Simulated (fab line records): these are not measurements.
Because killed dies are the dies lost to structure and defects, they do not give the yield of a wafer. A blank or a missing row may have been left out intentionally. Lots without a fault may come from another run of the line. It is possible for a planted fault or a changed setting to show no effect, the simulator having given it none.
A lot that was struck, set against a sound lot :: flow sfq_line :: 21 steps out of a route of 325
Sound: wafers L885.2, L885.4, L885.6. Struck: wafer L892.6 (left out: L892.2, L892.4 of the same lot, which were not struck); the cause appears at the end.
For every step that has rows: the tool of each side, followed by ch and its chambers, followed by its first start. Under that, the readings that differ: sound wafers :: struck wafers :: difference of the means :: sigmas: that difference in standard deviations of wafers without a fault.
alike: readings with means less than 2 such deviations apart, plus words and numbers identical on both sides. not compared: withheld readings, readings lacking a value on some wafer, bounds such as >300 that could conceal the same value, and numbers that have no deviation in the record and whose values overlap.
The two part at a step that has a row with sigmas, a row that says differs or no value, or rows on one side only. When numbers do not overlap yet have no deviation, they are printed without sigmas and do not part them. A reading missing from all wafers of one side parts the sides only when that side holds two or more wafers.

SFQ_L0_THK_MEAS_902: measures by xrf.
  struck on film_metro-02, day 3 04:41; sound on film_metro-02, day 1 17:41
  alike: L0_MONX_KI_THK
then, 6 steps without rows for these wafers: SFQ_TRILAYER_L0_LITHO_COAT_010 (resist thk 62 nm); SFQ_TRILAYER_L0_LITHO_COAT_005 (resist thk 600 nm); SFQ_TRILAYER_L0_LITHO_SOFTBAKE_009; SFQ_TRILAYER_L0_LITHO_EXPOSE_006 (exposes mask L0, target cd 2000 nm); SFQ_TRILAYER_L0_LITHO_PEB_008 (peb time 60 s); SFQ_TRILAYER_L0_LITHO_DEVELOP_007 (time 60 s).
-- the record jumps here: 3 days lie between the struck wafers' starts before and after --
SFQ_TRILAYER_L0_BARC_OPEN_METAL_ETCH_010: etches BARC in O2, target depth 125 nm, time 41.7 s.
  sound on rie_metal-01 ch 0,1, day 4 17:55; struck on rie_metal-01 ch 1, day 6 08:51
  alike: drypump_motor_current_A, oes_product_au
  not compared: rf_hours_counter_h
SFQ_TRILAYER_L0_ETCH_METAL_ETCH_008: etches MoNx KI in SF6/O2, stops on SiO2, target depth 50 nm, time 25 s.
  sound on rie_metal-01 ch 0,1, day 4 17:58; struck on rie_metal-01 ch 1, day 6 08:55
  alike: drypump_motor_current_A, oes_product_au
  not compared: rf_hours_counter_h
SFQ_TRILAYER_L0_STRIP_STRIP_009: strips in O2.
  sound on rie_metal-01 ch 0,1, day 4 18:01; struck on rie_metal-01 ch 1, day 6 08:58
  alike: drypump_motor_current_A, oes_product_au
  not compared: rf_hours_counter_h
then, 1 step without rows for these wafers: SFQ_TRILAYER_L0_STRIP_SOLV_CLEAN_010 (cleans in NMP, time 600 s).
SFQ_TRILAYER_L0_CAP_PECVD_011: deposits SiO2 from SiH4/N2O, time 13.333 s, target thk 60 nm.
  sound on pecvd-03 ch 0,1,2, day 4 18:47; struck on pecvd-01 ch 0, day 6 09:44
  alike: heater_power_w, throttle_valve_pct
SFQ_TRILAYER_L0_VIA_LITHO_COAT_018: resist thk 62 nm.
  sound on litho_track-01 ch 0, day 4 18:52; struck on litho_track-02 ch 0, day 6 09:49
reading: model.BARC_of_TRILAYER_L0_VIA_LITHO_COAT_018.thk_nm (nm)
sound: 61.94 61.9 61.85
struck: 64.6
difference: +2.7
sigmas: 
then, 5 steps without rows for these wafers: SFQ_TRILAYER_L0_VIA_LITHO_COAT_013 (resist thk 650 nm); SFQ_TRILAYER_L0_VIA_LITHO_SOFTBAKE_017; SFQ_TRILAYER_L0_VIA_LITHO_EXPOSE_014 (exposes mask L0V, target cd 700 nm); SFQ_TRILAYER_L0_VIA_LITHO_PEB_016 (peb time 60 s); SFQ_TRILAYER_L0_VIA_LITHO_DEVELOP_015 (time 60 s).
-- the record jumps here: 4 days lie between the struck wafers' starts before and after --
SFQ_L0V_OVL_MEAS_903:
  struck on overlay-01, day 10 13:17; sound on overlay-01, day 7 21:51
  alike: L0V_OVL
SFQ_TRILAYER_L0_VIA_BARC_OPEN_VIA_ETCH_021: etches BARC in O2, target depth 125 nm, time 41.7 s.
  sound on rie_diel-01 ch 1,2, day 7 21:53; struck on rie_diel-01 ch 3, day 10 13:19
reading: model.etch.depth_nm (nm)
sound: 61.94 61.9 61.85
struck: 64.6
difference: +2.7
sigmas: 
  alike: drypump_motor_current_A, oes_product_au
  not compared: rf_hours_counter_h
SFQ_TRILAYER_L0_VIA_ETCH_VIA_ETCH_016: etches SiO2 in CHF3, stops on MoNx KI, target depth 80 nm.
  sound on rie_diel-01 ch 1,2, day 7 21:55; struck on rie_diel-01 ch 3, day 10 13:22
  alike: drypump_motor_current_A, oes_product_au

== WHERE THEY PART ==
Nowhere in this record.

WHY: what had been put in by the simulator
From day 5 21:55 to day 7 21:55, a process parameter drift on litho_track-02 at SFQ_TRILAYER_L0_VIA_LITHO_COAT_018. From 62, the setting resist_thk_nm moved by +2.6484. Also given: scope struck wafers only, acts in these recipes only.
